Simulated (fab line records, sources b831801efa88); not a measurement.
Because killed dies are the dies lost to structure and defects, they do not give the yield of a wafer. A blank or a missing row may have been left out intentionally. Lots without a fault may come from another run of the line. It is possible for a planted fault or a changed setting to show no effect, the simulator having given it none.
2 desks, one fault || flow sfq_line || what lay behind the numbers comes last; until then each desk has only its own

== AT THE METROLOGY DESK ==
Lot by lot, what the gauges showed, no matter which tool ran the lot: averages of those sampled wafers that carry a number. Any lot whose mean is over 4 standard deviations away from the usual mean is out of limits and marked OUT; that distance is given in the brackets.
Columns: A = M7_NB_RS at SFQ_M7_RS_MEAS_943, usual 0.892 ohm/sq
{"lot": "L525", "first seen here": "day 78 06:50", "A": 0.881}
{"lot": "L528", "first seen here": "day 78 12:50", "A": 0.882}
{"lot": "L531", "first seen here": "day 82 00:09", "A": 0.901}
{"lot": "L532", "first seen here": "day 82 06:08", "A": 0.895}
{"lot": "L533", "first seen here": "day 82 10:56", "A": 0.884}
{"lot": "L537", "first seen here": "day 83 01:20", "A": 0.892}
{"lot": "L538", "first seen here": "day 83 06:07", "A": 0.880}
{"lot": "L540", "first seen here": "day 83 19:19", "A": 0.886}
{"lot": "L542", "first seen here": "day 84 10:55", "A": "0.723 (-14) OUT"}
{"lot": "L543", "first seen here": "day 84 13:20", "A": "0.724 (-14) OUT"}
{"lot": "L544", "first seen here": "day 84 18:41", "A": 0.882}
{"lot": "L545", "first seen here": "day 84 23:31", "A": 0.907}
{"lot": "L547", "first seen here": "day 85 06:05", "A": 0.889}
{"lot": "L548", "first seen here": "day 85 09:41", "A": 0.893}
This desk's finding: out of limits on L542, L543; first on L542, day 84 10:55 (M7_NB_RS at SFQ_M7_RS_MEAS_943). Within limits: L525, L528, L531, L532, L533, L537, L538, L540, L544, L545, L547, L548.

== FOR THE TOOL OWNER'S DESK: pvd_sputter-05 ==
The tool's own readings at SFQ_TRILAYER_M7_DEP_SPUTTER_175 (material Nb, target thk 200 nm, time 133.3 s): means of the sampled wafers that have a number, for each lot that ran on this tool. Any lot whose mean is over 4 standard deviations away from the usual mean is out of limits and marked OUT; that distance is given in the brackets.
Columns: A = cathode_dc_power_W at SFQ_TRILAYER_M7_DEP_SPUTTER_175, usual 2000.0 W; B = throttle_valve_pct at SFQ_TRILAYER_M7_DEP_SPUTTER_175, usual 30.0 %
{"lot": "L531", "first seen here": "day 82 00:00", "A": 1999.8, "B": 29.3}
{"lot": "L533", "first seen here": "day 82 10:48", "A": 2000.0, "B": 29.4}
{"lot": "L537", "first seen here": "day 83 01:12", "A": 2000.3, "B": 29.4}
{"lot": "L542", "first seen here": "day 84 10:48", "A": "2479.6 (+99 or more) OUT", "B": 29.4}
{"lot": "L543", "first seen here": "day 84 13:12", "A": "2480.0 (+99 or more) OUT", "B": 29.5}
This desk's finding: out of limits on L542, L543; first on L542, day 84 10:48 (cathode_dc_power_W at SFQ_TRILAYER_M7_DEP_SPUTTER_175). Within limits: L531, L533, L537.

== TAKEN TOGETHER ==
The tool owner's desk could have raised an alarm at day 84 10:48, on L542, L543.
The metrology desk could have raised an alarm at day 84 10:55, on L542, L543.
The lots listed all ran SFQ_TRILAYER_M7_DEP_SPUTTER_175 on pvd_sputter-05.

== WHAT THE SIMULATOR PUT IN ==
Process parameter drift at SFQ_TRILAYER_M7_DEP_SPUTTER_175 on pvd_sputter-05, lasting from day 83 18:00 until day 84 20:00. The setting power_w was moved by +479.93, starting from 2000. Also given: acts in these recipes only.
Struck lots among those shown: L542, L543.
Delay (hours) between the fault's onset and each desk's first out-of-limits reading: 17 at the tool owner's desk, 17 at the metrology desk.
